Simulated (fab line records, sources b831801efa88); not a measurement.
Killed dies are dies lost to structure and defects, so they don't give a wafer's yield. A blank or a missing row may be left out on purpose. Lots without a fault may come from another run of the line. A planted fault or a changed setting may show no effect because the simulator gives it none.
Which tool did it? | flow gf180mcu | 13 lots, 39 wafers sampled, at 5 steps of a route of 602

WHAT THE GAUGES READ, wafer by wafer
GF_LVPWELL_OVL_MEAS_07.
lot  | measured    | on         | LVPWELL_OVL (nm)
L813 | day 3 14:04 | overlay-01 | -2.3 -0.8 -2.6
L815 | day 4 17:13 | overlay-02 | -0.1 1.5 0.6
L816 | day 4 18:53 | overlay-01 | -0.7 1.0 1.0
L819 | day 5 03:16 | overlay-01 | -2.0 -1.2 -2.6
L820 | day 5 11:07 | overlay-01 | 0.4 -1.3 -0.8
L821 | day 5 17:04 | overlay-02 | -0.2 -0.3 -2.4
L822 | day 6 00:52 | overlay-01 | 1.5 2.2 0.4
L825 | day 6 17:40 | overlay-01 | -0.3 -2.3 0.2
L826 | day 6 22:04 | overlay-01 | 0.1 -1.2 -0.5
L830 | day 7 21:20 | overlay-02 | -1.9 -3.8 -0.7
L832 | day 8 10:41 | overlay-02 | -1.0 1.0 0.8
L835 | day 9 04:34 | overlay-01 | -0.5 -0.5 -1.9
L836 | day 9 08:55 | overlay-01 | -3.4 -0.9 -2.2

GF_VT_IMPLANT_OVL_MEAS_18.
lot  | measured     | on         | VT_IMPLANT_01_OVL (nm)
L813 | day 5 21:49  | overlay-01 | -0.9 -1.8 -1.0
L815 | day 7 06:04  | overlay-02 | -4.0 -0.9 -2.3
L816 | day 7 08:19  | overlay-01 | -1.7 0.1 -1.0
L819 | day 7 16:31  | overlay-02 | 1.1 -1.6 0.0
L820 | day 8 04:01  | overlay-01 | 0.8 -0.6 0.8
L821 | day 8 09:46  | overlay-02 | -1.4 0.7 -1.4
L822 | day 8 20:32  | overlay-02 | -1.6 -1.0 0.0
L825 | day 9 14:43  | overlay-02 | 1.5 2.5 0.9
L826 | day 9 19:06  | overlay-01 | -3.5 -1.6 -2.3
L830 | day 10 19:34 | overlay-02 | -1.8 -0.8 0.1
L832 | day 11 10:59 | overlay-01 | 0.1 0.5 0.6
L835 | day 12 06:49 | overlay-02 | 1.0 1.5 1.2
L836 | day 12 12:01 | overlay-01 | 0.3 -0.4 1.7

GF_VT_IMPLANT_OVL_MEAS_29.
lot  | measured     | on         | VT_IMPLANT_02_OVL (nm)
L813 | day 6 13:28  | overlay-01 | -1.2 -0.5 1.2
L815 | day 7 22:30  | overlay-01 | -2.0 -3.3 -1.0
L816 | day 8 00:55  | overlay-02 | 0.5 -0.6 0.6
L819 | day 8 09:04  | overlay-02 | 1.9 0.9 2.8
L820 | day 8 21:31  | overlay-02 | 3.3 -2.7 0.5
L821 | day 9 03:19  | overlay-02 | 0.0 0.4 1.0
L822 | day 9 14:10  | overlay-02 | 2.6 -0.1 1.1
L825 | day 10 08:28 | overlay-01 | 1.1 1.1 2.4
L826 | day 10 13:27 | overlay-02 | 1.4 0.1 -0.2
L830 | day 11 15:03 | overlay-01 | 0.4 3.5 0.5
L832 | day 12 05:53 | overlay-02 | 1.2 2.8 1.4
L835 | day 13 02:40 | overlay-02 | 0.5 1.3 -1.2
L836 | day 13 07:53 | overlay-02 | 0.6 0.6 -0.4

GF_VT_IMPLANT_RS_MEAS_49: measures by four-point-probe.
lot  | measured     | on            | MVPSD_RS (ohm/sq)
L813 | day 7 06:38  | film_metro-03 | 1165.1 1166.7 1165.2
L815 | day 8 16:32  | film_metro-04 | 1160.6 1169.4 1167.1
L816 | day 8 18:27  | film_metro-03 | 1161.8 1166.1 1165.8
L819 | day 9 03:34  | film_metro-04 | 1166.7 1164.3 1163.6
L820 | day 9 15:54  | film_metro-03 | 1168.3 1169.3 1170.8
L821 | day 9 21:51  | film_metro-01 | 1168.7 1170.2 1165.8
L822 | day 10 08:43 | film_metro-01 | 1164.2 1164.4 1168.5
L825 | day 11 03:14 | film_metro-04 | 1103.4 1100.3 1101.5 1101.5 1103.5 1102.5
L826 | day 11 08:53 | film_metro-01 | 1103.2 1103.3 1100.2 1101.4 1103.7 1100.4
L830 | day 12 11:26 | film_metro-04 | 1169.7 1170.8 1169.4
L832 | day 13 03:17 | film_metro-03 | 1164.9 1165.5 1166.3
L835 | day 13 23:48 | film_metro-04 | 1167.8 1168.8 1165.7
L836 | day 14 04:49 | film_metro-01 | 1170.3 1169.0 1169.6

WHICH TOOL RAN EACH LOT (tool, then ch and the chambers of the sampled wafers, then the start)
lot  | GF_MVPSD_IMPLANT_08
L813 | implanter-04 ch 0, day 4 17:10
L815 | implanter-04 ch 0, day 5 22:21
L816 | implanter-04 ch 0, day 5 23:50
L819 | implanter-03 ch 0, day 6 08:07
L820 | implanter-03 ch 0, day 6 18:55
L821 | implanter-02 ch 0, day 7 00:01
L822 | implanter-04 ch 0, day 7 09:47
L825 | implanter-03 ch 0, day 8 03:51
L826 | implanter-03 ch 0, day 8 07:34
L830 | implanter-02 ch 0, day 9 07:35
L832 | implanter-04 ch 0, day 9 22:21
L835 | implanter-02 ch 0, day 10 16:40
L836 | implanter-04 ch 0, day 10 21:11
- GF_MVPSD_IMPLANT_08

WHAT THE TOOLS THEMSELVES READ (means of the sampled wafers that have a number; where no wafer has one, the mark that the record gives instead)
GF_MVPSD_IMPLANT_08.
lot  | tool         | beam_on_s (s) | end_station_pressure_torr (Torr) | faraday_current_uA | tilt_deg (degrees)
L813 | implanter-04 | 10.04         | 5.01e-06                         | 84.4               | 0.008
L815 | implanter-04 | 9.93          | 4.89e-06                         | 85.3               | 0.002
L816 | implanter-04 | 9.80          | 5.01e-06                         | 86.4               | 0.016
L819 | implanter-03 | 10.05         | 4.95e-06                         | 84.1               | -0.003
L820 | implanter-03 | 9.87          | 4.90e-06                         | 85.9               | -0.012
L821 | implanter-02 | 9.96          | 5.37e-06                         | 84.8               | 0.015
L822 | implanter-04 | 9.88          | 5.16e-06                         | 85.5               | -0.007
L825 | implanter-03 | 11.47         | 5.09e-06                         | 73.8               | 0.027
L826 | implanter-03 | 11.20         | 5.14e-06                         | 75.3               | -0.026
L830 | implanter-02 | 9.97          | 5.31e-06                         | 84.9               | 0.017
L832 | implanter-04 | 10.02         | 4.87e-06                         | 84.0               | -0.010
L835 | implanter-02 | 10.17         | 5.14e-06                         | 83.2               | 0.002
L836 | implanter-04 | 9.68          | 4.94e-06                         | 87.2               | 0.023

THE ANSWER, worked out from the rows above alone
Rule: what is usual is taken from the lots themselves. Put in order of their means at a reading, lots are off if they are a third of the lots or fewer, leave a main group of 4 or more, and stand apart from it by a gap of 3 or more times the standard deviation of the main group's means; of several such gaps the widest counts. A main group whose means are all the same, to the digits that the tables above print for the reading, isn't used. A lot without any number at a reading at which 4 lots or more have one is off too. The other lots that the step has rows for count as sound. The gauges are gone through in route order, then the tools' own readings, and for those a lot's mean is taken as printed above. The first step at which some lot is off is used, and at that step the reading that is off furthest; a lot without a number counts as furthest.
Off: L825, L826, at GF_VT_IMPLANT_RS_MEAS_49 (MVPSD_RS). The main group: mean 1167.0 ohm/sq, standard deviation 1.9.
A tool fits if, at a process step before that reading, it ran every lot that is off, and no sound lot after the first of them. The gauges at GF_VT_IMPLANT_RS_MEAS_49 aren't tried: what is off there is off at GF_MVPSD_IMPLANT_08 too, on other tools, and a gauge's error can't cause that. One fits: implanter-03 at GF_MVPSD_IMPLANT_08. Its last sound lot is L820 (day 6 18:55), its first lot that is off L825 (day 8 03:51): a fault that began between those two fits.
The tool's own readings at GF_MVPSD_IMPLANT_08 bear it out: on the lots that are off they differ by more than 5 times the standard deviation of the sound lots' means. beam_on_s reads 11.34 s there against 9.94 s on the sound lots; faraday_current_uA reads 74.5 there against 85.1 on the sound lots.

WHAT THE SIMULATOR HAD PUT IN
Process parameter drift: implanter-03, from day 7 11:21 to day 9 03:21, at GF_MVPSD_IMPLANT_08. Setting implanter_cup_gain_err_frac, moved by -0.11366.
Lots struck among those shown: L825, L826. The rule above found the same.
